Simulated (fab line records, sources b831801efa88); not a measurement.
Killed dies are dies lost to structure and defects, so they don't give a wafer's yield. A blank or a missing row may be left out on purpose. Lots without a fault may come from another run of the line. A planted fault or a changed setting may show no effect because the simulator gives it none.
Tool commonality check | flow gf180mcu | 13 lots, 39 wafers sampled

WHY IT WAS OPENED
At GF_STI_CD_MEAS_12 the reading cd_nm is flagged on 1 of 13 lots. Wafers without a fault read 219.6 nm, standard deviation 1.4.
Rule: a lot is flagged when every wafer of it that has a number lies more than 4 standard deviations from that mean, or none has a number. The other lots count as sound.

lot  | measured    | on        | cd_nm (nm), wafer by wafer | flag
L505 | day 2 01:16 | cd_sem-02 | 218.1 218.0 217.8          |
L506 | day 2 08:22 | cd_sem-02 | 222.2 222.1 221.1          |
L508 | day 2 18:20 | cd_sem-02 | 218.8 219.6 219.5          |
L509 | day 2 21:53 | cd_sem-02 | 233.9 234.6 233.6          | FLAGGED
L517 | day 4 18:34 | cd_sem-01 | 218.5 219.4 219.9          |
L518 | day 4 21:07 | cd_sem-01 | 222.4 222.9 222.6          |
L519 | day 5 01:31 | cd_sem-01 | 220.8 219.9 220.2          |
L520 | day 5 06:17 | cd_sem-02 | 217.2 219.5 218.4          |
L524 | day 6 03:50 | cd_sem-02 | 217.8 219.3 218.1          |
L525 | day 6 09:01 | cd_sem-02 | 221.5 219.6 219.7          |
L526 | day 6 13:46 | cd_sem-01 | 219.5 217.1 217.7          |
L527 | day 6 18:41 | cd_sem-02 | 217.8 219.4 220.2          |
L528 | day 6 23:50 | cd_sem-01 | 220.0 220.4 220.3          |
The numbers of the flagged lots are 234.0 nm on average: +14.4 nm against the usual, or +10 standard deviations.

WHICH TOOL RAN EACH LOT
The record holds 1 process step before the reading, out of a route of 602 steps. In each cell: the tool, then ch and the chambers that the sampled wafers went through, then the start.
lot  | flag    | GF_STI_EXPOSE_09
L505 |         | krf_scanner-02 ch 0, day 1 19:21
L506 |         | krf_scanner-01 ch 0, day 2 02:17
L508 |         | krf_scanner-02 ch 0, day 2 12:46
L509 | FLAGGED | krf_scanner-01 ch 0, day 2 15:55
L517 |         | krf_scanner-02 ch 0, day 4 11:35
L518 |         | krf_scanner-02 ch 0, day 4 13:47
L519 |         | krf_scanner-02 ch 0, day 4 18:53
L520 |         | krf_scanner-02 ch 0, day 4 23:34
L524 |         | krf_scanner-01 ch 0, day 5 20:24
L525 |         | krf_scanner-01 ch 0, day 6 01:10
L526 |         | krf_scanner-02 ch 0, day 6 06:46
L527 |         | krf_scanner-01 ch 0, day 6 11:55
L528 |         | krf_scanner-01 ch 0, day 6 16:06
What these steps do:
- GF_STI_EXPOSE_09: exposes mask COMP, target cd 220 nm.
- GF_STI_CD_MEAS_12: target cd 220 nm.

FLAGGED OVER TOTAL, TOOL BY TOOL (the gauges that took the reading come last)
step              | tool           | lots run | flagged | share of the flagged lots | sound lots run after its first flagged lot
GF_STI_EXPOSE_09  | krf_scanner-01 | 6        | 1       | all                       | 4 (L524,L525,L527,L528)
GF_STI_EXPOSE_09  | krf_scanner-02 | 7        | 0       | none                      | -
GF_STI_CD_MEAS_12 | cd_sem-01      | 5        | 0       | none                      | -
GF_STI_CD_MEAS_12 | cd_sem-02      | 8        | 1       | all                       | 4 (L520,L524,L525,L527)

WHAT THE TABLE ALLOWS
2 rows of the table ran every flagged lot: krf_scanner-01 at GF_STI_EXPOSE_09, cd_sem-02 at GF_STI_CD_MEAS_12.
- krf_scanner-01 at GF_STI_EXPOSE_09: 1 of its 6 lots flagged. Sound lots ran on it after the first flagged one (L524, L525, L527, L528), which a lasting fault on the whole tool wouldn't allow.
- cd_sem-02 at GF_STI_CD_MEAS_12: 1 of its 8 lots flagged. Sound lots ran on it after the first flagged one (L520, L524, L525, L527), which a lasting fault on the whole tool wouldn't allow.
No row of the table ran every flagged lot and no sound lot after the first.

WHAT THE SIMULATOR HAD PUT IN
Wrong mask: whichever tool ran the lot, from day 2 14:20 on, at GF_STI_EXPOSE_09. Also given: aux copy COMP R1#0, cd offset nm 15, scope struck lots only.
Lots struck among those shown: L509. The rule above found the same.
